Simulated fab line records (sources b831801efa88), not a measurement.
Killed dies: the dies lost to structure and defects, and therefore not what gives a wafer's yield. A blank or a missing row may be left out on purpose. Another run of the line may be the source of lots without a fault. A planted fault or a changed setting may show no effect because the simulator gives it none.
Chamber matching    flow gf180mcu    4 sister chambers for GF_V5_CMP_04 on cmp-01
The step polishes SiO2. 8 wafers are shown with their chamber, then 10 later ones without.

## WAFERS WITH THEIR CHAMBER
wafer   chamber  motor_current_A (A)
L124.4  2        12.2
L135.2  1        9.7
L135.4  0        12.4
L137.1  3        13.4
L137.2  0        13.3
L137.3  1        9.7
L138.2  3        13.1
L138.3  2        12.5

## WAFERS WITH NO CHAMBER GIVEN
wafer   motor_current_A (A)
L138.6  12.9
L139.3  9.9
L139.4  13.3
L139.5  9.8
L141.1  9.7
L141.3  13.6
L141.5  12.6
L142.2  12.2
L142.3  13.3
L142.6  13.4

## CHAMBER TAKEN BY EACH
wafer   from the rows above           in truth
L138.6  can't be placed: 0 or 3 or 2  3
L139.3  1                             1
L139.4  can't be placed: 3 or 0       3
L139.5  1                             1
L141.1  1                             1
L141.3  can't be placed: 3 or 0       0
L141.5  can't be placed: 2 or 0 or 3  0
L142.2  can't be placed: 2 or 0       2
L142.3  can't be placed: 3 or 0       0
L142.6  can't be placed: 3 or 0       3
3 of 10 placed correctly. These rows do not allow placing 7 (true chamber among the candidates in 7). Placed wrongly: 0.
How it was worked out, from the rows above alone: a wafer's distance from a chamber is the root of the sum, over the readings, of the square of ((its reading less the chamber's mean) divided by the reading's scatter). The wafer belongs to the nearest chamber; if the next one is less than 2 further off, it can't be placed. For every chamber, the mean is computed from those of its wafers that are shown. The scatter is the square root of a quotient: the sum, over the shown wafers, of each reading's squared deviation from its chamber's mean, divided by wafers minus chambers.
